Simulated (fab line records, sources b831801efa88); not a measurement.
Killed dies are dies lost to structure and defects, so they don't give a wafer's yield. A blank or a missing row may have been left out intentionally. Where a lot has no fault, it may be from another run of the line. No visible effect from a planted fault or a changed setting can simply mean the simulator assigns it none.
A struck lot beside a sound one -- flow sky130 -- 14 out of 708 route steps
Sound: the wafers L861.2, L861.3, L861.5. Wafers L869.2, L869.4, L869.6 were the ones struck. At the end, the cause is stated.
At each step with rows: each side's tool, then ch and its chambers, then its first start. Under that, the readings that differ: sound wafers -- struck wafers -- difference of the means -- sigmas: that difference in standard deviations of wafers without a fault.
alike: readings with means less than 2 such deviations apart, plus words and numbers identical on both sides. not compared: withheld readings, readings lacking a value on some wafer, bounds such as >300 that could conceal the same value, and numbers that have no deviation in the record and whose values overlap.
Wherever a step has rows on one side only, a row that says differs or no value, or a row with sigmas, the two part there. Numbers that have no deviation but don't overlap get no sigmas and don't part them. A reading that every wafer of one side lacks parts them only if that side has two wafers or more.

first, 2 steps without rows for these wafers: SKY_NWELL_PEB_08; SKY_NWELL_DEVELOP_09 (develop time 60 s).
SKY_NWELL_OVL_MEAS_10:
  sound: overlay-02 at day 4 21:47; struck: overlay-01 at day 6 19:14
  alike: NWELL_00_OVL
then, 3 steps without rows for these wafers: SKY_NWELL_IMPLANT_11; SKY_NWELL_IMPLANT_12; SKY_NWELL_IMPLANT_13.
SKY_NWELL_STRIP_14: strips in O2/N2.
  sound on plasma asher-02 ch 0, day 4 22:16; struck on plasma asher-03 ch 1, day 6 19:43
  alike: drypump motor current A, oes product au, strip time to endpoint s
  not compared: rf hours counter h
SKY_NWELL_TW_MEAS_15:
  sound: film metro-04 at day 4 22:23; struck: film metro-04 at day 6 19:50
  alike: NWELL_TW
then, 4 steps without rows for these wafers: SKY_NWELL_DEHYDRATE_16 (time 60 s); SKY_NWELL_HMDS_17 (prime time 60 s); SKY_NWELL_COAT_18 (resist thk 3000 nm); SKY_NWELL_SOFTBAKE_19.
SKY_NWELL_EXPOSE_20: exposes mask NWM COMPLEMENT, target cd 840 nm.
  sound on iline stepper-01 ch 0, day 5 06:54; struck on iline stepper-02, day 7 05:17
  no value came back on the struck wafers for exposure dose mJ cm2, focus offset nm (nm); on the sound wafers exposure dose mJ cm2 reads 260.43 260.17 260.20
reading,sound,struck,difference,sigmas
model.NWELL.overlay y nm (nm),0.1659 0.1659 0.1659,-1.421 -1.421 -1.421,-1.587,
  alike: mask
then, 1 step without rows for these wafers: SKY_NWELL_PEB_21.

== WHERE THEY PART ==
Only at SKY_NWELL_EXPOSE_20, within this record.

WHY: what had been put in by the simulator
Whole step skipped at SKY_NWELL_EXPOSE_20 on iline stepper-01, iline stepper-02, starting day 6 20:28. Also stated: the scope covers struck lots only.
